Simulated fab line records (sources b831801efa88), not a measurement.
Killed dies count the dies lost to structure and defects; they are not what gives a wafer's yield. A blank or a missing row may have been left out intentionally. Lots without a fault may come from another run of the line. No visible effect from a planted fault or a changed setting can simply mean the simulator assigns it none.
Which tool was responsible?    flow sky130    Sampling: 6 lots, 18 wafers, 2 of 708 route steps

== WHAT THE GAUGES SHOWED, per wafer ==
SKY_VT_ADJUST_NCORE_TW_MEAS_11.
lot   measured      on             VT_ADJUST_NCORE_TW
L806  day 9 06:42   film-metro-03  217.3 216.2 216.7
L808  day 9 17:44   film-metro-03  216.9 216.9 216.5
L812  day 10 23:05  film-metro-02  215.4 215.1 215.6
L819  day 12 21:05  film-metro-03  217.5 217.8 217.9
L821  day 13 13:31  film-metro-01  231.1 231.3 231.1
L826  day 15 03:53  film-metro-02  216.0 217.3 216.3

== TOOL THAT RAN EACH LOT (tool first, then ch and the chambers of the sampled wafers, then the start) ==
lot   SKY_VT_ADJUST_NCORE_IMPLANT_09
L806  implanter-02 ch 0, day 9 06:29
L808  implanter-01 ch 0, day 9 17:29
L812  implanter-02 ch 0, day 10 22:50
L819  implanter-04 ch 0, day 12 20:50
L821  implanter-01 ch 0, day 13 13:16
L826  implanter-02 ch 0, day 15 03:40
- SKY_VT_ADJUST_NCORE_IMPLANT_09

== THE ANSWER, worked out from the rows above alone ==
Rule: what is usual is taken from the lots themselves. Put in order of their means at a reading, lots are off if they are a third of the lots or fewer, leave a main group of 4 or more, and stand apart from it by a gap of 3 or more times the standard deviation of the main group's means; of several such gaps the widest counts. The tables above print the reading to a certain number of digits; a main group whose means all agree to those digits is not used. A lot without any number at a reading at which 4 lots or more have one is off too. The other lots that the step has rows for count as sound.
Off: at SKY_VT_ADJUST_NCORE_TW_MEAS_11 (VT_ADJUST_NCORE_TW), L821. The main group has a mean of 216.6 with a standard deviation of 0.76.
If a tool, at a process step before that reading, ran all the lots that are off and no sound lot after the first of them, it fits. Gauges at SKY_VT_ADJUST_NCORE_TW_MEAS_11: tried the same way as those tools. This does not decide it: 2 tools fit, namely implanter-01 at SKY_VT_ADJUST_NCORE_IMPLANT_09 and film-metro-01 at SKY_VT_ADJUST_NCORE_TW_MEAS_11.

== WHAT THE SIMULATOR HAD INSERTED ==
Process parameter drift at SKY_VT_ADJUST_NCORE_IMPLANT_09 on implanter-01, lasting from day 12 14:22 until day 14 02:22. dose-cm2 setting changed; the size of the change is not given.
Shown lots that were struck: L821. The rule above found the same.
